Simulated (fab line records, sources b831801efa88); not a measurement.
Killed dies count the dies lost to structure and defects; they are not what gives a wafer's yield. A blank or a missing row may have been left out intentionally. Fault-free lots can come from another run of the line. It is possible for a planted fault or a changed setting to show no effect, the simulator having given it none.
fab line records	flow gf180mcu
[record] lots = 13	wafers = 39	lastDay = 34
route steps=602 shown HV_LDD@230 SALICIDE@281 M1@316 V1@339
lots that met no fault: from a run of the same line without faults
startH: hours from the record's opening day to when the first of the lot's shown wafers began	waitH: how many hours have passed since the lot's step before this one	" repeats the value in the row above	L1.1+2: a row that stands for several wafers	- no value, or no start given	* or withheld: withheld	< > ~ a bound
route shown NAME@n: names a module that has steps shown in the file, with the first one's number in the route	usual: average and standard deviation across the fault-free wafers	same: alike in all rows	chamber/n: place in a boat	sites: readings site by site	_std_site: their standard deviation	_edge_site: mean of outer sites minus mean of inner sites	radiusMm: for every site, how far away it sits from the centre of the wafer	mask NAME#n: copy n	behind: tool/chamber where the wafer was last shaped	hold: why the lot was held/for how many hours/how that ended	device: the transistor (n, p or np) that didn't switch	end of line: the same wafers' tests at the end of the route	a step with no rows: only its recipe	killed: count of dies lost to structure and defects at first sort (not the wafer's yield)	map: shows each die of a wafer: x if killed, . if not, _ if none is there
set.NAME: setting as actually run; set.NAME@STEP: the setting as run at that earlier step	model.NAME: the simulator's own value behind a step, which no gauge read
route steps across a sampled set of lots; one table per step, one row per wafer
services: from which hour (startH, from the record's first day; less than 0 if before it) a tool's chamber was out of use, for how many hours, and why
[[steps]]
[step GF_HV_LDD_CVD_54]
[recipe] material = SiO2	targetThkNm = 10	precursor = TEOS	tempC = 680	timeS = 75	pressureMtorr = 400
[usual] spikeTcTopC = 696/4.2
lot.wafer	tool	chamber	startH	waitH	spikeTcTopC
L251.1	lpcvd-02	1	277.08	0.1	692
L251.3	"	1	"	"	694
L251.5	"	1	"	"	694
L253.1	lpcvd-02	1	288.98	0.1	693
L253.5	"	1	"	"	692
L253.6	"	1	"	"	694
L254.1	lpcvd-01	0	295.66	0.1	695
L254.3	"	0	"	"	697
L254.4	"	0	"	"	696
L255.1	lpcvd-02	1	307.63	0.1	691
L255.2	"	1	"	"	694
L255.5	"	1	"	"	694
L258.3	lpcvd-02	1	331.15	0.6	693
L258.5	"	1	"	"	694
L258.6	"	1	"	"	692
L266.3	lpcvd-01	1	395.97	0.1	691
L266.4	"	1	"	"	693
L266.6	"	1	"	"	692
L268.1	lpcvd-01	1	407.90	0.1	694
L268.5	"	1	"	"	693
L268.6	"	1	"	"	693
L269.1	lpcvd-01	0	415.42	0.1	696
L269.2	"	0	"	"	695
L269.3	"	0	"	"	697
L270.2	lpcvd-02	0	431.80	0.1	704
L270.3	"	0	"	"	703
L270.6	"	0	"	"	703
L271.1	lpcvd-02	1	434.88	0.1	694
L271.2	"	1	"	"	691
L271.4	"	1	"	"	694
L272.3	lpcvd-01	0	443.85	0.1	697
L272.4	"	0	"	"	697
L272.6	"	0	"	"	697
L273.3	lpcvd-02	1	455.60	0.1	694
L273.4	"	1	"	"	694
L273.5	"	1	"	"	693
L274.1	lpcvd-01	1	464.20	0.1	691
L274.5	"	1	"	"	693
L274.6	"	1	"	"	692
[step GF_HV_LDD_THK_MEAS_55]
[recipe] reads = SiO2_of_HV_LDD_CVD_54
[usual] HV_LDD_CVD_54_THK = 10.00/0.16
lot.wafer	tool	chamber	startH	waitH	HV_LDD_CVD_54_THK[nm]
L251.1	filmMetro-03	-	278.61	0.0	9.96
L251.3	"	-	"	"	10.09
L251.5	"	-	"	"	9.92
L253.1	filmMetro-02	-	290.00	0.0	9.90
L253.5	"	-	"	"	9.94
L253.6	"	-	"	"	9.99
L254.1	filmMetro-04	-	296.68	0.0	10.04
L254.3	"	-	"	"	10.04
L254.4	"	-	"	"	10.11
L255.1	filmMetro-02	-	308.65	0.0	10.03
L255.2	"	-	"	"	10.02
L255.5	"	-	"	"	9.98
L258.3	filmMetro-02	-	332.19	0.0	7.32
L258.5	"	-	"	"	7.57
L258.6	"	-	"	"	7.36
L266.3	filmMetro-02	-	397.01	0.0	9.81
L266.4	"	-	"	"	9.86
L266.6	"	-	"	"	9.86
L268.1	filmMetro-03	-	408.92	0.0	9.76
L268.5	"	-	"	"	9.65
L268.6	"	-	"	"	9.83
L269.1	filmMetro-03	-	416.44	0.0	9.72
L269.2	"	-	"	"	9.66
L269.3	"	-	"	"	9.74
L270.2	filmMetro-03	-	432.83	0.0	10.12
L270.3	"	-	"	"	9.95
L270.6	"	-	"	"	10.03
L271.1	filmMetro-02	-	435.90	0.0	9.78
L271.2	"	-	"	"	9.72
L271.4	"	-	"	"	9.85
L272.3	filmMetro-04	-	444.95	0.1	10.13
L272.4	"	-	"	"	9.95
L272.6	"	-	"	"	10.10
L273.3	filmMetro-03	-	456.64	0.0	10.03
L273.4	"	-	"	"	10.18
L273.5	"	-	"	"	9.96
L274.1	filmMetro-02	-	465.22	0.0	9.98
L274.5	"	-	"	"	9.91
L274.6	"	-	"	"	9.83
[step GF_SALICIDE_SPUTTER_03]
[recipe] material = TiN	targetThkNm = 20	powerW = 6500	timeS = 16.7	chamberPressurePa = 0.4
[usual] throttleValvePct = 30.1/0.89
lot.wafer	tool	chamber	startH	waitH	throttleValvePct
L251.1	pvdSputter-03	-	343.79	0.0	28.9
L251.3	"	-	"	"	31.1
L251.5	"	-	"	"	29.7
L253.1	pvdSputter-04	-	355.57	0.0	29.6
L253.5	"	-	"	"	28.6
L253.6	"	-	"	"	31.0
L254.1	pvdSputter-03	-	363.43	0.0	30.8
L254.3	"	-	"	"	28.9
L254.4	"	-	"	"	31.1
L255.1	pvdSputter-02	-	376.23	0.0	30.8
L255.2	"	-	"	"	30.5
L255.5	"	-	"	"	30.5
L258.3	pvdSputter-02	-	404.46	0.0	30.4
L258.5	"	-	"	"	30.6
L258.6	"	-	"	"	30.5
L266.3	pvdSputter-02	-	471.74	0.0	30.7
L266.4	"	-	"	"	30.4
L266.6	"	-	"	"	30.3
L268.1	pvdSputter-03	-	485.55	0.0	31.7
L268.5	"	-	"	"	28.9
L268.6	"	-	"	"	31.0
L269.1	pvdSputter-04	-	492.28	0.0	30.4
L269.2	"	-	"	"	28.7
L269.3	"	-	"	"	31.3
L270.2	pvdSputter-02	-	508.96	0.0	30.5
L270.3	"	-	"	"	29.8
L270.6	"	-	"	"	29.1
L271.1	pvdSputter-02	-	511.75	0.0	30.8
L271.2	"	-	"	"	29.0
L271.4	"	-	"	"	30.6
L272.3	pvdSputter-03	-	519.85	0.0	29.8
L272.4	"	-	"	"	28.7
L272.6	"	-	"	"	28.8
L273.3	pvdSputter-03	-	530.31	0.0	31.5
L273.4	"	-	"	"	29.8
L273.5	"	-	"	"	31.1
L274.1	pvdSputter-03	-	538.64	0.0	31.4
L274.5	"	-	"	"	30.1
L274.6	"	-	"	"	31.4
[step GF_M1_SPUTTER_01]
[recipe] material = TiN	targetThkNm = 30	powerW = 6500	timeS = 25	chamberPressurePa = 0.4
[usual] throttleValvePct = 30.1/0.97
lot.wafer	tool	chamber	startH	waitH	throttleValvePct
L251.1	pvdSputter-03	-	368.28	0.1	31.1
L251.3	"	-	"	"	31.6
L251.5	"	-	"	"	31.3
L253.1	pvdSputter-01	-	382.70	0.1	28.7
L253.5	"	-	"	"	29.1
L253.6	"	-	"	"	29.6
L254.1	pvdSputter-03	-	388.88	0.1	31.3
L254.3	"	-	"	"	31.3
L254.4	"	-	"	"	29.8
L255.1	pvdSputter-04	-	400.97	0.1	30.3
L255.2	"	-	"	"	31.1
L255.5	"	-	"	"	28.8
L258.3	pvdSputter-04	-	431.04	0.1	29.8
L258.5	"	-	"	"	31.2
L258.6	"	-	"	"	30.5
L266.3	pvdSputter-04	-	498.01	0.1	29.8
L266.4	"	-	"	"	30.4
L266.6	"	-	"	"	28.7
L268.1	pvdSputter-01	-	511.78	0.1	28.5
L268.5	"	-	"	"	31.0
L268.6	"	-	"	"	30.1
L269.1	pvdSputter-04	-	518.03	0.1	31.2
L269.2	"	-	"	"	28.8
L269.3	"	-	"	"	30.5
L270.2	pvdSputter-04	-	534.40	0.1	29.8
L270.3	"	-	"	"	31.0
L270.6	"	-	"	"	31.2
L271.1	pvdSputter-04	-	537.52	0.1	29.5
L271.2	"	-	"	"	30.3
L271.4	"	-	"	"	31.2
L272.3	pvdSputter-03	-	545.07	0.1	28.9
L272.4	"	-	"	"	30.0
L272.6	"	-	"	"	31.1
L273.3	pvdSputter-03	-	556.03	0.1	31.2
L273.4	"	-	"	"	28.9
L273.5	"	-	"	"	31.4
L274.1	pvdSputter-04	-	563.43	0.1	30.5
L274.5	"	-	"	"	29.7
L274.6	"	-	"	"	30.8
[step GF_V1_CMP_04]
[recipe] material = SiO2	downForcePsi = 4	platenRpm = 60	padVelocityMS = 0.94248
[usual] motorCurrentA = 12.1/1.9	retainingRingPressureFrac = 1.000/0.0046	timeToEndpointS = 81/6.4
lot.wafer	tool	chamber	startH	waitH	motorCurrentA	retainingRingPressureFrac	timeToEndpointS
L251.1	cmp-02	1	391.86	0.1	12.3	0.997	87
L251.3	"	3	"	"	15.3	1.005	77
L251.5	"	1	"	"	12.8	0.995	93
L253.1	cmp-01	1	407.15	0.2	10.6	1.001	83
L253.5	"	2	"	"	9.7	1.003	76
L253.6	"	3	"	"	10.6	1.000	86
L254.1	cmp-01	0	413.21	0.1	12.7	0.994	85
L254.4	"	1	"	"	10.8	1.002	90
L254.3	"	2	"	"	9.8	1.006	85
L255.1	cmp-01	0	425.80	0.1	11.5	0.999	80
L255.2	"	2	"	"	9.7	0.998	83
L255.5	"	1	"	"	10.3	1.000	89
L258.3	cmp-01	3	457.02	0.1	11.4	1.002	78
L258.5	"	1	"	"	10.3	1.012	85
L258.6	"	2	"	"	9.8	1.008	82
L266.3	cmp-02	0	522.74	0.1	15.4	1.002	78
L266.4	"	2	"	"	12.0	1.002	79
L266.6	"	0	"	"	15.6	1.001	86
L268.1	cmp-01	1	536.00	0.1	10.1	0.995	73
L268.6	"	1	"	"	10.5	1.004	77
L268.5	"	2	"	"	9.6	0.995	76
L269.2	cmp-01	0	541.48	0.0	12.0	1.000	80
L269.3	"	2	"	"	9.9	0.997	77
L269.1	"	3	"	"	11.6	1.006	77
L270.3	cmp-02	0	558.75	0.0	15.2	0.998	91
L270.2	"	2	"	"	11.7	1.005	79
L270.6	"	0	"	"	15.8	0.996	97
L271.2	cmp-02	3	561.15	0.1	15.2	0.998	83
L271.1	"	0	"	"	14.8	1.000	93
L271.4	"	1	"	"	13.0	1.003	97
L272.3	cmp-01	1	568.44	0.1	10.0	1.000	77
L272.4	"	2	"	"	9.5	1.001	80
L272.6	"	3	"	"	11.2	0.994	78
L273.3	cmp-01	2	579.32	0.1	9.6	1.002	74
L273.4	"	3	"	"	10.7	0.999	84
L273.5	"	0	"	"	11.9	0.992	79
L274.1	cmp-01	1	586.09	0.1	10.8	1.001	74
L274.5	"	0	"	"	11.4	0.993	86
L274.6	"	1	"	"	10.7	1.002	84
[[services]]
tool	chamber	startH	hours	kind
pvdSputter-02	-	284.19	4.6	repair
lpcvd-01	-	287.09	1.3	repair
cmp-01	-	288.13	5.8	pm
cmp-02	-	310.73	0.7	repair
lpcvd-01	-	318.07	28.1	pm
pvdSputter-04	-	319.88	3.5	repair
cmp-01	-	361.33	3.6	repair
cmp-02	-	364.98	16.0	pm
pvdSputter-04	-	383.53	2.6	repair
cmp-02	-	385.45	1.4	repair
cmp-01	-	396.83	2.0	repair
pvdSputter-03	-	426.64	4.7	repair
pvdSputter-04	-	440.37	13.6	repair
pvdSputter-04	-	445.56	2.9	repair
pvdSputter-02	-	474.44	3.5	repair
cmp-01	-	482.40	2.3	repair
pvdSputter-02	-	491.33	12.8	repair
lpcvd-02	-	500.31	1.3	repair
cmp-01	-	501.75	1.2	repair
lpcvd-02	-	533.31	6.0	pm
lpcvd-02	-	542.08	1.3	repair
cmp-01	-	552.53	15.7	pm
cmp-01	-	572.26	4.0	pm
pvdSputter-04	-	573.51	2.1	repair
[[key]]
[firstSign] step = GF_HV_LDD_THK_MEAS_55	reading = HV_LDD_CVD_54_THK	direction = down	sigmas = 16	usual = 10.00	struck = 7.42
effect none on later readings
metAt GF_HV_LDD_CVD_54
struckLots L258
struckWafers L258.3,L258.5,L258.6
testerLeftOut L258
notActingAt GF_SALICIDE_SPUTTER_03,GF_M1_SPUTTER_01,GF_V1_CMP_04
onsetBetween 307.63 331.15
[fault] kind = processParameterDrift	tool = lpcvd-02	chamber = 1	onsetH = 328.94	steps = GF_HV_LDD_CVD_54	channel = targetThkNm	offset = -2.6862	shape = step	endH = 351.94	actsIn = theseRecipesOnly	stated = 10
// testerLeftOut: of these lots the tester's yield and bins aren't shown, on N5 and GAA mostly nor the transistor test; their killed dies are dies lost to structure and defects alone, not to doping, threshold or leakage, so they don't give the yield
